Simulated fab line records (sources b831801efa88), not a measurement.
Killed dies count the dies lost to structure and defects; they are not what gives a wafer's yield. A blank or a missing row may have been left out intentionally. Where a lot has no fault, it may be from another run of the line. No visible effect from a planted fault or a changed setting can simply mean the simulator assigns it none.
Matching of chambers ; flow gf180mcu ; rie_diel-03 running GF_CONTACT_ETCH_17: 4 sister chambers
The step etches SiO2 in C4F8/O2/Ar, stops on CoSi2, target depth 860 nm. 17 wafers are shown with their chamber, then 8 later ones without.

## WAFERS PAIRED WITH THEIR CHAMBERS
wafer;chamber;oes_product_au (a.u.)
L692.1;3;0.819
L692.3;2;0.808
L692.4;0;0.812
L694.1;2;0.814
L694.5;0;0.819
L694.6;3;0.806
L695.1;1;0.812
L695.2;3;0.813
L696.1;3;0.827
L696.4;1;0.816
L708.2;0;0.822
L708.5;1;0.804
L708.6;2;0.812
L710.4;2;0.814
L710.5;0;0.810
L710.6;1;0.809
L711.2;1;0.809

SIGNATURES (means of the wafers above)
reading;chamber 0;chamber 1;chamber 2;chamber 3;scatter within a chamber
oes_product_au;0.81575;0.81000;0.81200;0.81625;0.0058
Rule: a wafer lies at a distance from a chamber equal to the root of the sum of squares, over the readings, of (its reading less the chamber's mean, divided by the reading's scatter). The wafer belongs to the nearest chamber; if the next one is less than 2 further off, it can't be placed. The scatter: take each reading less its chamber's mean, square it, sum over the shown wafers, divide by the number of wafers less the number of chambers, and take the root.

## WAFERS WITHOUT THEIR CHAMBER
wafer;oes_product_au (a.u.)
L711.4;0.817
L711.6;0.818
L712.4;0.818
L712.5;0.814
L712.6;0.813
L713.1;0.819
L713.3;0.819
L713.5;0.812

## EACH ONE'S CHAMBER
wafer;from the rows above;in truth
L711.4;can't be placed: 3 or 0 or 2 or 1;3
L711.6;can't be placed: 3 or 0 or 2 or 1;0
L712.4;can't be placed: 3 or 0 or 2 or 1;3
L712.5;can't be placed: 0 or 2 or 3 or 1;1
L712.6;can't be placed: 2 or 0 or 1 or 3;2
L713.1;can't be placed: 3 or 0 or 2 or 1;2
L713.3;can't be placed: 3 or 0 or 2 or 1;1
L713.5;can't be placed: 2 or 1 or 0 or 3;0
Placed correctly: 0 of 8. Not placeable from these rows: 8 (in 8, the candidates include the true chamber). 0 placed wrongly.
